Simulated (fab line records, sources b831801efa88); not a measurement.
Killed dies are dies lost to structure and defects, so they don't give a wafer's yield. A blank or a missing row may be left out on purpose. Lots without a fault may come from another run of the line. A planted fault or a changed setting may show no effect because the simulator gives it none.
A struck lot beside a sound one | flow sky130 | 37 steps out of a route of 708
Sound: wafers L636.4, L636.5, L636.6. Struck: wafers L656.4, L656.5, L656.6. The cause comes at the end.
At each step with rows: each side's tool, then ch and its chambers, then its first start. Under that, the readings that differ: sound wafers | struck wafers | difference of the means | sigmas: that difference in standard deviations of wafers without a fault.
alike: readings whose means differ by less than 2 such deviations, and words and numbers that are the same on both sides. not compared: withheld readings, readings that some wafer has no value for, bounds like >300 that may hide the same value, and numbers for which the record gives no deviation and whose values overlap.
The two part at a step that has a row with sigmas, a row that says differs or no value, or rows on one side only. Numbers that don't overlap but have no deviation are shown without sigmas and don't part them. A reading that every wafer of one side lacks parts them only if that side has two wafers or more.

first, 10 steps without rows for these wafers: SKY_LDD_LDN_SOFTBAKE_03 (time 60 s); SKY_LDD_LDN_EXPOSE_04 (exposes mask LDNTM, target cd 700 nm); SKY_LDD_LDN_PEB_05; SKY_LDD_LDN_DEVELOP_06 (develop time 60 s); SKY_LDD_LDN_IMPLANT_08; SKY_LDD_LDN_IMPLANT_09; SKY_LDD_LDN_IMPLANT_10; SKY_LDD_LDN_IMPLANT_11; SKY_LDD_LDN_STRIP_12 (strips in O2/N2); SKY_LDD_LDN_CLEAN_14 (cleans in SC1/SC2, time 150 s).
SKY_SPACER_CVD_00: deposits Si3N4 from DCS/NH3, target thk 43.1 nm, time 740 s.
  sound on lpcvd-02 ch 1, day 23 02:57; struck on lpcvd-02 ch 1, day 30 10:39
  reading                                  | sound             | struck            | difference | sigmas
  spike_tc_lower_C (C)                     | 772.0 769.7 769.5 | 767.6 765.2 766.3 | -4.0       | -4
  susceptor_temp_C (C)                     | 770.1 769.6 770.1 | 766.5 766.3 766.8 | -3.4       | -10
  model.Si3N4_of_SPACER_CVD_00.thk_nm (nm) | 42.11 42.25 42.88 | 39.8 39.96 39.77  | -2.6       |
  alike: spike_tc_upper_C
SKY_SPACER_THK_MEAS_01:
  sound on film_metro-02, day 23 04:47; struck on film_metro-04, day 30 12:29
  reading                | sound          | struck         | difference | sigmas
  SPACER_CVD_00_THK (nm) | 42.1 42.2 42.8 | 39.8 39.9 39.8 | -2.5       | -6
SKY_SPACER_ETCHBACK_02: etches Si3N4 in CH3F/O2, stops on SiO2, time 46.7 s, target depth 45 nm.
  sound on rie_diel-02 ch 0,1,2, day 23 04:50; struck on rie_diel-01 ch 0,1, day 30 12:31
  reading                  | sound                | struck               | difference | sigmas
  oes_product_au (a.u.)    | 0.847 0.843 0.853    | 0.815 0.822 0.817    | -0.030     | -5
  throttle_valve_pct (%)   | 10.564 10.568 10.573 | 10.553 10.554 10.541 | -0.019     | -2
  model.etch.depth_nm (nm) | 42.11 42.25 42.88    | 39.8 39.96 39.77     | -2.6       |
  alike: drypump_motor_current_A
  not compared: rf_hours_counter_h
then, 22 steps without rows for these wafers: SKY_POLY_CUT_DEHYDRATE_00 (time 60 s); SKY_POLY_CUT_HMDS_01 (prime time 60 s); SKY_POLY_CUT_COAT_02 (resist thk 60 nm); SKY_POLY_CUT_COAT_03 (resist thk 450 nm); SKY_POLY_CUT_SOFTBAKE_04 (time 90 s); SKY_POLY_CUT_EXPOSE_05 (exposes mask NPCM, target cd 270 nm); SKY_POLY_CUT_PEB_06; SKY_POLY_CUT_DEVELOP_07 (develop time 60 s); SKY_POLY_CUT_ETCH_10 (etches BARC in N2/H2, stops on SiO2, time 45.9 s, target depth 60 nm); SKY_POLY_CUT_ETCH_11 (etches Si3N4 in CF4/CH2F2/Ar, stops on poly-Si, time 42.5 s, target depth 60 nm); SKY_POLY_CUT_STRIP_12 (strips in O2/N2); SKY_SD_P_DEHYDRATE_00 (time 60 s); SKY_SD_P_HMDS_01 (prime time 60 s); SKY_SD_P_COAT_02 (resist thk 1140 nm); SKY_SD_P_SOFTBAKE_03 (time 60 s); SKY_SD_P_EXPOSE_04 (exposes mask PSDM, target cd 380 nm); SKY_SD_P_PEB_05; SKY_SD_P_DEVELOP_06 (develop time 60 s); SKY_SD_P_IMPLANT_09; SKY_SD_P_STRIP_10 (strips in O2/N2); SKY_RES_XHIGH_DEHYDRATE_00 (time 60 s); SKY_RES_XHIGH_HMDS_01 (prime time 60 s).
-- the record jumps here: 5 days lie between the struck wafers' starts before and after (it left off in module RES_XHIGH and takes up again in module SALICIDE, whose first step shown is number 361 of the route) --
SKY_SALICIDE_CLEAN_00: cleans in HF-last, time 30 s.
  sound on wet_bench-02 ch 3, day 28 02:33; struck on wet_bench-02 ch 3, day 35 02:01
  reading                                  | sound             | struck            | difference | sigmas
  model.Si3N4_of_SPACER_CVD_00.thk_nm (nm) | 41.14 41.29 41.91 | 38.82 38.98 38.79 | -2.58      |
-- the record jumps here: 16 days lie between the struck wafers' starts before and after (it left off in module SALICIDE and takes up again in module PAD_OPEN, whose first step shown is number 708 of the route) --
SKY_PAD_OPEN_PROBE_99:
  sound on prober-02, day 46 00:58; struck on prober-02, day 50 18:46
  reading                                 | sound             | struck            | difference | sigmas
  model.etest.pfet_01v8.r_on_ohm_um       | 2882 2944 2962    | 2820 2774 2817    | -126       |
  model.etest.sonos_uncharged.r_on_ohm_um | 808.3 805.3 812.2 | 800.7 784.3 799.6 | -13.7      |
  alike: killed_at_M0_to_M3, killed_at_M4_up, killed_at_contacts, killed_at_front_end, killed_at_other, killed_dies, killed_open, killed_short

WHERE THEY PART
First at SKY_SPACER_CVD_00; last, within this record, at SKY_SPACER_ETCHBACK_02. Later steps at which nothing parts them and some readings are alike: SKY_PAD_OPEN_PROBE_99.

WHY: what the simulator had put in
Process parameter drift: lpcvd-02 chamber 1, from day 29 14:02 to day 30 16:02, at SKY_SPACER_CVD_00. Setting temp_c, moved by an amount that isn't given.
